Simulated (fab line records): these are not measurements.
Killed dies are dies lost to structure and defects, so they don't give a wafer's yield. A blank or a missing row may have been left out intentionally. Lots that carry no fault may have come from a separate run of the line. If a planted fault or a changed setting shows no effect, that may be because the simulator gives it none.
Chamber matching ; flow sky130 ; cmp-02 running SKY_FIELD_ISO_CMP_27: 4 sister chambers
The step polishes, stops on Si3N4, t overpolish 16 s, target thk 457.8 nm. 16 wafers are shown with their chamber, then 8 later ones without.

## EACH WAFER AND ITS CHAMBER
wafer;chamber;motor current A (A);time to endpoint s (s);edge zone pressure frac
L738.1;3;10.4;106;1.005
L738.2;0;13.4;106;1.001
L738.3;1;11.9;120;1.009
L739.1;3;10.1;112;0.996
L739.3;0;13.7;107;1.002
L739.4;2;10.5;112;1.008
L741.2;3;10.8;109;0.999
L741.3;1;11.8;121;1.004
L741.6;0;13.4;112;0.995
L744.2;1;12.7;115;1.001
L744.4;3;9.9;109;0.999
L744.6;1;12.2;114;1.003
L745.1;2;11.1;107;1.005
L745.4;1;12.8;122;1.003
L745.6;1;12.2;120;1.002
L748.1;0;13.2;108;0.990

SIGNATURES, as means of the wafers listed above
reading;chamber 0;chamber 1;chamber 2;chamber 3;scatter within a chamber
motor current A;13.425;12.267;10.800;10.300;0.365
time to endpoint s;108.25;118.67;109.50;109.00;2.98
edge zone pressure frac;0.99700;1.00367;1.00650;0.99975;0.00388
Rule: for each reading, subtract the chamber's mean from the wafer's reading, divide by that reading's scatter and square the result; add these up over the readings and take the root, which gives the wafer's distance from the chamber. The wafer belongs to the nearest chamber; if the next one is less than 2 further off, it can't be placed. The scatter: the root of (the sum of the squares of (reading less its chamber's mean) over the shown wafers, divided by (wafers less chambers)).

## WAFERS WITHOUT THEIR CHAMBER
wafer;motor current A (A);time to endpoint s (s);edge zone pressure frac
L748.3;12.2;117;1.000
L748.5;11.5;115;1.000
L757.1;11.9;117;0.997
L757.3;11.4;108;1.000
L757.4;10.5;105;0.999
L759.1;12.2;123;1.006
L759.3;10.3;111;0.993
L759.6;12.6;112;1.007

## WHICH CHAMBER EACH ONE RAN IN
wafer;from the rows above;in truth
L748.3;1;1
L748.5;can't be placed: 1 or 2 or 3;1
L757.1;1;1
L757.3;can't be placed: 2 or 3 or 1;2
L757.4;can't be placed: 3 or 2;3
L759.1;1;1
L759.3;can't be placed: 3 or 2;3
L759.6;can't be placed: 1 or 0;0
Correctly placed: 3 of 8. Not placeable from these rows: 5 (in 5, the candidates include the true chamber). 0 placed wrongly.
